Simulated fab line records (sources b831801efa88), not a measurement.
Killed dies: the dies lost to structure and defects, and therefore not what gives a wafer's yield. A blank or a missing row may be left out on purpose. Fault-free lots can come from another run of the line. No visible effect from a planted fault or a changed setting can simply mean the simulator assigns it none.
fab line records	flow sky130
record lots=6	wafers=18	last_day=49
route steps=708 shown RES_XHIGH@339 SD_N@342 SD_P@359 PAD_OPEN@708
lots untouched by any fault: they come from a run of this same line in which no faults occurred
start_h: the number of hours between the record's first day and the start of the first shown wafer of the lot	wait_h: hours from the lot's prior step to this one	" identical to the entry in the row above	L1.1+2: one row covering several wafers at once	- either no value or no given start	* or withheld: withheld	< > ~ a bound
route shown NAME@n: NAME is a module with steps in the file, n the number in the route of the first one	usual: average and standard deviation across the fault-free wafers	same: alike in all rows	chamber/n: place in a boat	sites: per-site readings	_std_site: the standard deviation of these	_edge_site: inner sites' mean taken away from outer sites' mean	radius_mm: how far each site lies from the wafer's centre	mask NAME#n: copy n	behind: the last tool/chamber to shape the wafer	hold: the reason the lot was held/the length of the hold in hours/how it ended	device: which transistor (n, p or np) failed to switch	end of line: the tests these same wafers got at the end of their route	a step without rows: its recipe alone	killed: count of dies lost to structure and defects at first sort (not the wafer's yield)	map: dies across one wafer; x = killed, . = not, _ = none there
set.NAME: the setting that was run; set.NAME@STEP: the one run at that earlier step	model.NAME: the simulator's own value behind a step, which no gauge read
a table for each step, a row for each wafer; lots at some steps of the route
services: the hour from which a tool's chamber was out of use, counted from the record's first day as start_h (under 0 if before that day), plus the number of hours and why
## steps
# step SKY_RES_XHIGH_IMPLANT_07
# recipe species=BF2	energy_kev=20	dose_cm2=3.564e+14	tilt_deg=0
# step SKY_RES_XHIGH_STRIP_08
# recipe chemistry=O2/N2	power_w=1400	pressure_mtorr=1500	platen_temp_c=withheld	o2_flow_sccm=3000	n2_flow_sccm=300	overash_fraction=0.5
# usual chamber_pressure_mTorr=1500.0/1.3	drypump_motor_current_A=5.8/0.52	oes_product_au=0.712/0.0041	strip_time_to_endpoint_s=14.29/0.049
lot.wafer	tool	chamber	start_h	wait_h	chamber_pressure_mTorr	drypump_motor_current_A	oes_product_au	rf_hours_counter_h	strip_time_to_endpoint_s
L130.2	plasma_asher-02	1	645.29	0.1	1498.0	4.7	0.722	99	14.36
L130.3	"	1	"	"	1498.4	4.8	0.713	-	14.39
L130.5	"	0	"	"	1497.8	6.0	0.712	-	14.36
L132.1	plasma_asher-03	1	670.50	0.1	1499.7	5.8	0.715	24	14.30
L132.3	"	0	"	"	1498.9	5.5	0.712	-	14.29
L132.5	"	0	"	"	1498.3	5.4	0.717	-	14.30
L137.1	plasma_asher-04	0	703.70	0.1	1499.8	6.4	0.716	79	14.34
L137.4	"	0	"	"	1500.2	6.3	0.714	-	14.32
L137.6	"	1	"	"	1498.8	6.2	0.714	-	14.33
L139.1	plasma_asher-04	1	724.80	0.1	1499.1	6.2	0.714	81	14.24
L139.3	"	1	"	"	1500.4	6.2	0.709	-	14.21
L139.6	"	1	"	"	1498.9	6.2	0.708	-	14.25
L143.3	plasma_asher-02	1	747.08	0.1	1502.5	4.8	0.710	-	14.23
L143.4	"	0	"	"	1497.7	6.1	0.710	-	14.28
L143.5	"	1	"	"	1500.3	4.8	0.713	-	14.24
L145.2	plasma_asher-04	1	767.54	0.1	1499.6	6.2	0.702	85	14.31
L145.3	"	1	"	"	1499.7	6.2	0.713	-	14.38
L145.5	"	0	"	"	1498.4	6.4	0.713	-	14.34
# step SKY_RES_XHIGH_TW_MEAS_09
# usual RES_XHIGH_TW=1624/11
lot.wafer	tool	chamber	start_h	wait_h	RES_XHIGH_TW
L130.2	film_metro-04	-	645.40	0.1	1627
L130.3	"	-	"	"	1633
L130.5	"	-	"	"	1630
L132.1	film_metro-04	-	670.60	0.1	1632
L132.3	"	-	"	"	1628
L132.5	"	-	"	"	1633
L137.1	film_metro-04	-	703.80	0.1	1642
L137.4	"	-	"	"	1640
L137.6	"	-	"	"	1637
L139.1	film_metro-02	-	724.90	0.1	1622
L139.3	"	-	"	"	1616
L139.6	"	-	"	"	1616
L143.3	film_metro-04	-	747.16	0.1	1635
L143.4	"	-	"	"	1644
L143.5	"	-	"	"	1645
L145.2	film_metro-04	-	767.65	0.1	1637
L145.3	"	-	"	"	1632
L145.5	"	-	"	"	1640
# step SKY_SD_N_DEHYDRATE_00
# recipe temp_c=200	time_s=60
# step SKY_SD_N_HMDS_01
# recipe prime_time_s=60	prime_temp_c=120
# step SKY_SD_N_COAT_02
# recipe resist=NOVOLAK	spin_rpm=3000	resist_thk_nm=1140
# step SKY_SD_N_SOFTBAKE_03
# recipe temp_c=90	time_s=60	resist=NOVOLAK
# step SKY_SD_N_EXPOSE_04
# recipe mask_id=NSDM	na=0.6	source_shape=conventional	sigma_outer=0.6	polarization=unpolarized	target_cd_nm=380	dose_mj=141
# step SKY_SD_N_PEB_05
# recipe temp_c=withheld	time_s=*	resist=NOVOLAK
# step SKY_SD_N_DEVELOP_06
# recipe resist=NOVOLAK	developer=TMAH	develop_time_s=60	dev_temp_c=23
# step SKY_SD_N_CD_MEAS_07
# recipe target_cd_nm=380
# usual cd_nm=380.2/2.5
lot.wafer	tool	chamber	start_h	wait_h	cd_nm
L130.2	cd_sem-02	-	673.54	0.1	381.9
L130.3	"	-	"	"	382.0
L130.5	"	-	"	"	382.7
L132.1	cd_sem-01	-	698.39	0.2	381.5
L132.3	"	-	"	"	378.6
L132.5	"	-	"	"	382.0
L137.1	cd_sem-01	-	731.91	0.1	381.1
L137.4	"	-	"	"	380.4
L137.6	"	-	"	"	380.2
L139.1	cd_sem-01	-	752.11	0.1	377.8
L139.3	"	-	"	"	377.8
L139.6	"	-	"	"	380.5
L143.3	cd_sem-01	-	774.00	0.1	383.5
L143.4	"	-	"	"	384.8
L143.5	"	-	"	"	383.2
L145.2	cd_sem-01	-	794.09	0.1	380.8
L145.3	"	-	"	"	381.4
L145.5	"	-	"	"	381.5
# step SKY_SD_N_OVL_MEAS_08
# usual SD_N_OVL=-1.7/1.4
lot.wafer	tool	chamber	start_h	wait_h	SD_N_OVL[nm]
L130.2	overlay-01	-	673.67	0.1	-2.4
L130.3	"	-	"	"	-2.2
L130.5	"	-	"	"	-4.3
L132.1	overlay-02	-	698.51	0.1	-0.3
L132.3	"	-	"	"	-0.1
L132.5	"	-	"	"	1.0
L137.1	overlay-01	-	732.03	0.1	-2.7
L137.4	"	-	"	"	-5.5
L137.6	"	-	"	"	-3.4
L139.1	overlay-02	-	752.23	0.1	-0.2
L139.3	"	-	"	"	-1.1
L139.6	"	-	"	"	-0.3
L143.3	overlay-02	-	774.09	0.1	-3.1
L143.4	"	-	"	"	-2.4
L143.5	"	-	"	"	-3.9
L145.2	overlay-01	-	794.20	0.1	1.1
L145.3	"	-	"	"	-1.0
L145.5	"	-	"	"	-1.0
# step SKY_SD_N_IMPLANT_09
# recipe species=As	energy_kev=50	dose_cm2=4e+15	tilt_deg=0
# usual beam_on_s=18.5/1.4	dose_ions_cm2=3.998e+15/4.3e+12
# same implant_ion_amu=75
lot.wafer	tool	chamber	start_h	wait_h	beam_on_s	dose_ions_cm2
L130.2	implanter-01	0	673.73	0.0	17.2	3.989e+15
L130.3	"	0	"	"	17.7	3.988e+15
L130.5	"	0	"	"	16.9	3.992e+15
L132.1	implanter-03	0	698.55	0.0	20.3	4e+15
L132.3	"	0	"	"	20.7	3.998e+15
L132.5	"	0	"	"	19.9	3.996e+15
L137.1	implanter-02	0	732.07	0.0	17.8	4e+15
L137.4	"	0	"	"	17.4	4.004e+15
L137.6	"	0	"	"	17.9	4.004e+15
L139.1	implanter-03	0	752.27	0.0	19.7	3.997e+15
L139.3	"	0	"	"	20.3	3.995e+15
L139.6	"	0	"	"	20.2	3.998e+15
L143.3	implanter-01	0	774.17	0.1	17.5	4e+15
L143.4	"	0	"	"	16.9	3.998e+15
L143.5	"	0	"	"	17.0	3.997e+15
L143.3	implanter-01	0	774.49	0.3	17.0	4e+15
L143.4	"	0	"	"	17.4	4.004e+15
L143.5	"	0	"	"	17.2	3.996e+15
L145.2	implanter-03	0	794.26	0.0	20.2	3.991e+15
L145.3	"	0	"	"	19.5	3.996e+15
L145.5	"	0	"	"	20.1	3.996e+15
L145.2	implanter-03	0	794.57	0.3	19.7	4.001e+15
L145.3	"	0	"	"	20.2	3.998e+15
L145.5	"	0	"	"	20.4	4.001e+15
# step SKY_SD_N_IMPLANT_10
# recipe species=P	energy_kev=20	dose_cm2=1e+14	tilt_deg=0
# step SKY_SD_N_STRIP_11
# recipe chemistry=O2/N2	power_w=1400	pressure_mtorr=1500	platen_temp_c=withheld	o2_flow_sccm=3000	n2_flow_sccm=300	overash_fraction=0.5
# usual chamber_pressure_mTorr=1499.9/1.3	drypump_motor_current_A=5.9/0.66	oes_product_au=0.528/0.0045	strip_time_to_endpoint_s=22.55/0.043
lot.wafer	tool	chamber	start_h	wait_h	chamber_pressure_mTorr	drypump_motor_current_A	oes_product_au	rf_hours_counter_h	strip_time_to_endpoint_s
L130.2	plasma_asher-01	1	674.00	0.1	1502.0	5.1	0.519	57	22.61
L130.3	"	0	"	"	1500.2	6.5	0.533	-	22.58
L130.5	"	0	"	"	1500.5	6.5	0.534	-	22.55
L132.1	plasma_asher-02	1	698.85	0.1	1497.2	4.7	0.527	104	22.52
L132.3	"	0	"	"	1500.1	6.1	0.523	-	22.61
L132.5	"	1	"	"	1499.9	4.8	0.523	-	22.54
L137.1	plasma_asher-04	0	732.37	0.1	1500.5	6.4	0.521	82	22.52
L137.4	"	1	"	"	1496.8	6.2	0.534	-	22.48
L137.6	"	1	"	"	1502.5	6.2	0.529	-	22.48
L139.1	plasma_asher-01	1	752.57	0.1	1498.8	5.0	0.536	65	22.61
L139.3	"	0	"	"	1498.7	6.5	0.527	-	22.60
L139.6	"	1	"	"	1502.5	5.0	0.519	-	22.58
L143.3	plasma_asher-02	0	775.17	0.3	1500.4	6.1	0.519	-	23.81
L143.4	"	1	"	"	1500.1	4.7	0.518	-	23.84
L143.5	"	0	"	"	1499.6	6.1	0.506	-	23.84
L145.2	plasma_asher-01	0	794.85	0.1	1497.5	6.5	0.510	69	23.81
L145.3	"	1	"	"	1501.7	5.1	0.511	-	23.83
L145.5	"	0	"	"	1499.3	6.5	0.508	-	23.85
# step SKY_SD_N_TW_MEAS_12
# usual SD_N_TW=3972/30
lot.wafer	tool	chamber	start_h	wait_h	SD_N_TW
L130.2	film_metro-01	-	674.11	0.1	3965
L130.3	"	-	"	"	3950
L130.5	"	-	"	"	3942
L132.1	film_metro-04	-	698.95	0.1	4002
L132.3	"	-	"	"	4000
L132.5	"	-	"	"	4002
L137.1	film_metro-04	-	732.47	0.1	4009
L137.4	"	-	"	"	4027
L137.6	"	-	"	"	4004
L139.1	film_metro-01	-	752.67	0.1	3916
L139.3	"	-	"	"	3917
L139.6	"	-	"	"	3920
L143.3	film_metro-02	-	775.30	0.1	4033
L143.4	"	-	"	"	4029
L143.5	"	-	"	"	4022
L145.2	film_metro-02	-	795.00	0.1	4055
L145.3	"	-	"	"	4039
L145.5	"	-	"	"	4045
# step SKY_SD_N_CLEAN_13
# recipe chemistry=SC1/SC2	mix=1:4:20	temp_c=70	time_s=150	dry=n2_spin
# step SKY_SD_N_RTA_14
# recipe temp_c=1075	time_s=2	idle_temp_c=650	ramp_up_c_per_s=150	ramp_down_c_per_s=90	ambient=N2
# usual chamber_o2_ppm=1.999/0.021	lamp_power_pct=15.74/0.051	wafer_temp_C_max=1078.1/1.2
lot.wafer	tool	chamber	start_h	wait_h	chamber_o2_ppm	lamp_power_pct	wafer_temp_C_max
L130.2	rtp_anneal-02	0	674.22	0.0	2.016	15.73	1077.6
L130.3	"	0	"	"	2.011	15.74	1078.4
L130.5	"	0	"	"	2.015	15.79	1077.6
L132.1	rtp_anneal-01	0	699.06	0.0	2.030	15.74	1075.7
L132.3	"	0	"	"	2.005	15.76	1077.7
L132.5	"	0	"	"	1.994	15.75	1077.5
L137.1	rtp_anneal-01	0	732.58	0.0	2.006	15.68	1076.4
L137.4	"	0	"	"	1.980	15.73	1078.9
L137.6	"	0	"	"	1.986	15.76	1077.9
L139.1	rtp_anneal-01	0	752.78	0.0	1.999	15.87	1077.5
L139.3	"	0	"	"	2.007	15.73	1076.0
L139.6	"	0	"	"	2.016	15.78	1078.1
L143.3	rtp_anneal-01	0	775.41	0.0	1.983	15.73	1078.9
L143.4	"	0	"	"	1.964	15.70	1076.1
L143.5	"	0	"	"	1.956	15.72	1081.8
L145.2	rtp_anneal-01	0	795.12	0.0	2.015	15.70	1080.3
L145.3	"	0	"	"	2.038	15.79	1079.1
L145.5	"	0	"	"	2.047	15.66	1077.5
# step SKY_SD_N_RS_MEAS_16
# recipe thk_meas_gauge=four-point-probe
# usual SD_N_RS=68.58/0.12
lot.wafer	tool	chamber	start_h	wait_h	SD_N_RS[ohm/sq]
L130.2	film_metro-04	-	674.41	0.1	68.49
L130.3	"	-	"	"	68.66
L130.5	"	-	"	"	68.68
L132.1	film_metro-02	-	699.23	0.1	68.81
L132.3	"	-	"	"	68.69
L132.5	"	-	"	"	68.72
L137.1	film_metro-01	-	732.75	0.1	68.25
L137.4	"	-	"	"	68.29
L137.6	"	-	"	"	68.27
L139.1	film_metro-01	-	752.95	0.1	68.45
L139.3	"	-	"	"	68.49
L139.6	"	-	"	"	68.64
L143.3	film_metro-01	-	775.72	0.1	63.68
L143.4	"	-	"	"	63.57
L143.5	"	-	"	"	63.77
L145.2	film_metro-04	-	795.30	0.1	63.85
L145.3	"	-	"	"	63.74
L145.5	"	-	"	"	63.70
# step SKY_SD_N_RS_MEAS_17
# recipe thk_meas_gauge=four-point-probe
# usual SD_P_RS=147.1/0.39
lot.wafer	tool	chamber	start_h	wait_h	SD_P_RS[ohm/sq]
L130.2	film_metro-04	-	674.53	0.1	147.2
L130.3	"	-	"	"	147.2
L130.5	"	-	"	"	147.2
L132.1	film_metro-02	-	699.35	0.1	148.2
L132.3	"	-	"	"	147.6
L132.5	"	-	"	"	148.0
L137.1	film_metro-01	-	732.87	0.1	146.1
L137.4	"	-	"	"	146.6
L137.6	"	-	"	"	146.3
L139.1	film_metro-01	-	753.07	0.1	146.7
L139.3	"	-	"	"	147.0
L139.6	"	-	"	"	147.5
L143.3	film_metro-01	-	775.84	0.1	146.6
L143.4	"	-	"	"	147.1
L143.5	"	-	"	"	146.3
L145.2	film_metro-04	-	795.42	0.1	146.9
L145.3	"	-	"	"	147.0
L145.5	"	-	"	"	146.7
# step SKY_PAD_OPEN_PROBE_99
# usual killed_at_M0_to_M3=43/6.6	killed_at_M4_up=3.0/1.7	killed_at_contacts=24/5.4	killed_at_front_end=16/4.6	killed_at_other=0.3/0.53	killed_dies=87/9.7	killed_open=47/7.3	killed_short=39/6.5
# same gross_dies=492	killed_at_back_side=0
lot.wafer	tool	chamber	start_h	wait_h	killed_at_M0_to_M3	killed_at_M4_up	killed_at_contacts	killed_at_front_end	killed_at_other	killed_dies	killed_open	killed_short	model.etest.res_ndiff.line_ohm_um	model.etest.nfet_g5v0d10v5.r_on_ohm_um	model.etest.sonos_uncharged.r_on_ohm_um	model.etest.nfet_01v8.r_on_ohm_um	model.etest.licon_ndiff.rc_ohm	model.etest.nfet_01v8_lvt.drive_ua_um	model.etest.nfet_01v8.drive_ua_um	model.etest.res_ndiff.rs_ohm_sq
L130.2	prober-02	-	1095.81	0.1	36	3	28	22	1	90	39	51	772.5	1864	790.9	818.3	180.2	582.3	510.2	118.7
L130.3	prober-02	-	1095.86	0.2	47	5	30	17	0	99	57	42	766.8	1869	809	826.3	177	576	504.3	118.6
L130.5	prober-02	-	1095.96	0.2	55	3	26	20	0	104	50	54	765.9	1888	813.2	836.4	177.3	578.7	499.1	118.8
L132.1	prober-02	-	1114.20	0.1	43	2	26	17	0	88	46	42	756.7	1873	776	778.6	173.7	601.4	528	120.1
L132.3	prober-02	-	1114.30	0.2	41	6	29	20	0	96	63	33	747.8	1903	800	825.5	184.7	581.5	508.3	120
L132.5	prober-02	-	1114.40	0.2	31	3	33	14	0	81	45	36	732.7	1868	808.8	832.4	178.9	567.9	493.7	118.8
L137.1	prober-02	-	1138.31	0.1	44	3	20	19	1	87	39	47	770.2	1843	789.6	809.2	186	592	517.7	118.1
L137.4	prober-02	-	1138.46	0.2	36	5	27	10	0	78	42	35	761.5	1859	792.5	812.4	187.9	593.1	516.9	118.6
L137.6	prober-02	-	1138.56	0.2	35	2	22	11	0	70	39	30	747.9	1868	779.5	811.7	187.2	594.5	515.2	118.9
L139.1	prober-02	-	1152.18	0.1	36	3	20	22	0	81	44	37	748.6	1883	789.5	811.5	176.9	582.7	515.4	121.6
L139.3	prober-02	-	1152.28	0.2	41	2	24	16	0	83	43	40	763.5	1888	778.1	814.5	177.8	576.1	501.3	121.8
L139.6	prober-02	-	1152.43	0.2	44	3	30	20	1	98	52	46	776.8	1896	799.6	830.7	184.6	566.5	504	122.7
L143.3	prober-02	-	1166.75	0.2	33	3	24	14	0	74	48	26	669.2	1836	746	815.7	160.4	596.4	514.6	101.7
L143.4	prober-02	-	1166.80	0.2	33	7	21	8	0	69	42	27	639.3	1818	722.2	795.9	147.8	598.5	526.2	102.9
L143.5	prober-02	-	1166.85	0.2	52	5	13	14	0	84	41	43	661.8	1814	739.7	804.2	155.2	599.7	523.8	102.4
L145.2	prober-02	-	1177.83	0.1	45	2	32	9	0	88	51	37	664.5	1818	778.4	799	153.1	593.5	522.6	102.6
L145.3	prober-02	-	1177.88	0.2	50	4	23	22	0	99	57	42	644.1	1795	755.8	775.5	153.5	615	535.3	103
L145.5	prober-02	-	1177.98	0.2	49	1	13	20	1	84	46	38	658.1	1815	774.7	780.6	158.6	616.1	532.9	103.3
# killed by level:class
L130.2 LOCAL_INTERCONNECT:geometric_particle:short=11 METAL1:geometric_particle:short=9 CONTACT:geometric_particle:open=7 FIELD_ISO:geometric_particle:short=5 FIELD_ISO:geometric_particle:open=5 CONTACT:geometric_particle:short=5 VIA1:geometric_particle:open=5 SPACER:geometric_particle:open=4
L130.3 CONTACT:geometric_particle:open=14 VIA1:geometric_particle:open=14 VIA2:geometric_particle:open=8 CONTACT:geometric_particle:short=7 VIA2:geometric_particle:short=6 POLY_GATE:geometric_particle:open=5 LI_CONTACT:geometric_particle:open=5 METAL2:geometric_particle:short=5
L130.5 CONTACT:geometric_particle:open=9 METAL2:geometric_particle:short=9 POLY_GATE:geometric_particle:short=8 VIA2:geometric_particle:open=8 VIA3:geometric_particle:open=8 LI_CONTACT:geometric_particle:open=7 CONTACT:geometric_particle:short=7 VIA1:geometric_particle:open=7
L132.1 CONTACT:geometric_particle:open=12 VIA1:geometric_particle:open=8 CONTACT:geometric_particle:short=7 VIA3:geometric_particle:open=7 POLY_GATE:geometric_particle:short=6 VIA2:geometric_particle:open=5 LI_CONTACT:geometric_particle:open=4 METAL1:geometric_particle:short=4
L132.3 CONTACT:geometric_particle:open=13 LI_CONTACT:geometric_particle:open=12 VIA3:geometric_particle:open=9 METAL2:geometric_particle:short=9 POLY_GATE:geometric_particle:open=8 VIA2:geometric_particle:open=8 VIA1:geometric_particle:open=6 VIA3:geometric_particle:short=4
L132.5 CONTACT:geometric_particle:open=10 LI_CONTACT:geometric_particle:open=9 VIA1:geometric_particle:open=8 CONTACT:geometric_particle:short=6 POLY_GATE:geometric_particle:short=4 VIA3:geometric_particle:open=4 LOCAL_INTERCONNECT:geometric_particle:short=4 METAL1:geometric_particle:short=4
L137.1 VIA3:geometric_particle:open=9 METAL1:geometric_particle:short=7 POLY_GATE:geometric_particle:short=6 POLY_GATE:geometric_particle:open=5 VIA1:geometric_particle:open=5 VIA2:geometric_particle:short=5 FIELD_ISO:geometric_particle:short=4 CONTACT:geometric_particle:open=4
L137.4 LI_CONTACT:geometric_particle:open=11 VIA1:geometric_particle:open=9 CONTACT:geometric_particle:open=7 METAL2:geometric_particle:short=6 VIA2:geometric_particle:open=6 VIA1:geometric_particle:short=5 POLY_GATE:geometric_particle:short=4 CONTACT:geometric_particle:short=4
L137.6 CONTACT:geometric_particle:open=9 METAL1:geometric_particle:short=9 LI_CONTACT:geometric_particle:open=6 VIA2:geometric_particle:open=5 VIA1:geometric_particle:open=4 FIELD_ISO:geometric_particle:open=3 VIA3:geometric_particle:short=3 VIA1:geometric_particle:short=3
L139.1 CONTACT:geometric_particle:open=10 VIA1:geometric_particle:open=10 FIELD_ISO:geometric_particle:short=7 METAL2:geometric_particle:short=6 VIA3:geometric_particle:open=5 FIELD_ISO:geometric_particle:open=4 POLY_GATE:geometric_particle:short=4 POLY_GATE:geometric_particle:open=4
L139.3 CONTACT:geometric_particle:open=9 POLY_GATE:geometric_particle:short=7 VIA2:geometric_particle:short=7 VIA1:geometric_particle:open=7 LI_CONTACT:geometric_particle:open=6 VIA3:geometric_particle:open=6 VIA2:geometric_particle:open=5 METAL1:geometric_particle:short=3
L139.6 METAL1:geometric_particle:short=10 LI_CONTACT:geometric_particle:open=9 CONTACT:geometric_particle:open=9 VIA2:geometric_particle:open=8 FIELD_ISO:geometric_particle:short=5 VIA1:geometric_particle:open=5 POLY_GATE:geometric_particle:open=5 METAL1:geometric_particle:open=5
L143.3 CONTACT:geometric_particle:open=13 VIA1:geometric_particle:open=10 METAL2:geometric_particle:short=6 VIA2:geometric_particle:open=6 POLY_GATE:geometric_particle:open=5 CONTACT:geometric_particle:short=5 VIA3:geometric_particle:open=4 FIELD_ISO:geometric_particle:open=3
L143.4 VIA1:geometric_particle:open=9 LI_CONTACT:geometric_particle:open=8 CONTACT:geometric_particle:open=7 VIA3:geometric_particle:open=6 METAL4:geometric_particle:short=6 FIELD_ISO:geometric_particle:short=4 VIA2:geometric_particle:open=4 LOCAL_INTERCONNECT:geometric_particle:short=3
L143.5 VIA1:geometric_particle:open=10 VIA1:geometric_particle:short=7 VIA2:geometric_particle:open=6 VIA3:geometric_particle:short=6 FIELD_ISO:geometric_particle:short=5 LOCAL_INTERCONNECT:geometric_particle:short=4 METAL1:geometric_particle:short=4 METAL3:geometric_particle:open=4
L145.2 CONTACT:geometric_particle:open=12 LI_CONTACT:geometric_particle:open=9 VIA3:geometric_particle:open=8 VIA1:geometric_particle:open=8 METAL2:geometric_particle:short=8 VIA2:geometric_particle:open=7 LOCAL_INTERCONNECT:geometric_particle:short=6 FIELD_ISO:geometric_particle:short=5
L145.3 CONTACT:geometric_particle:open=9 VIA3:geometric_particle:open=9 VIA2:geometric_particle:open=6 LI_CONTACT:geometric_particle:open=6 VIA1:geometric_particle:open=6 METAL2:geometric_particle:short=6 FIELD_ISO:geometric_particle:open=5 VIA3:geometric_particle:short=5
L145.5 VIA1:geometric_particle:open=14 FIELD_ISO:geometric_particle:short=7 METAL1:geometric_particle:short=6 VIA3:geometric_particle:open=6 POLY_GATE:geometric_particle:short=5 POLY_GATE:geometric_particle:open=5 CONTACT:geometric_particle:open=5 VIA2:geometric_particle:open=5
## services
tool	chamber	start_h	hours	kind
rtp_anneal-02	-	643.32	4.3	pm
implanter-01	-	656.43	17.1	pm
implanter-03	-	730.68	2.1	repair
plasma_asher-02	-	733.75	9.0	pm
plasma_asher-02	0	733.75	9.0	vent_cycle
plasma_asher-02	1	733.75	9.0	vent_cycle
implanter-02	-	737.56	4.0	pm
rtp_anneal-01	-	740.63	4.7	pm
plasma_asher-02	0	742.75	-	clean
plasma_asher-02	1	742.75	-	clean
plasma_asher-04	-	756.21	0.7	repair
plasma_asher-04	-	774.22	2.0	repair
plasma_asher-04	-	779.55	1.2	repair
## key
first_sign step=SKY_SD_N_IMPLANT_09	reading=visit	direction=added
effect step=SKY_SD_N_STRIP_11	reading=strip_time_to_endpoint_s	direction=up	sigmas=30	usual=*	struck=*
effect step=SKY_SD_N_TW_MEAS_12	reading=SD_N_TW	direction=up	sigmas=2.2	usual=3972	struck=4037
effect step=SKY_SD_N_RS_MEAS_16	reading=SD_N_RS	direction=down	sigmas=41	usual=68.58	struck=63.72
model_effect step=SKY_PAD_OPEN_PROBE_99	value=etest.res_ndiff.line_ohm_um	without=763.8	struck=656.2
met_at SKY_SD_N_IMPLANT_09
struck_wafers L143.3,L143.4,L143.5,L145.2,L145.3,L145.5
tester_left_out L143,L145
fault kind=repeated_step_whole	tool=implanter-01,implanter-02,implanter-03	chamber=-	onset_h=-	steps=SKY_SD_N_IMPLANT_09	times=1	scope=struck_lots_only
# tester_left_out: of these lots the tester's yield and bins aren't shown, on N5 and GAA mostly nor the transistor test; their killed dies are dies lost to structure and defects alone, not to doping, threshold or leakage, so they don't give the yield
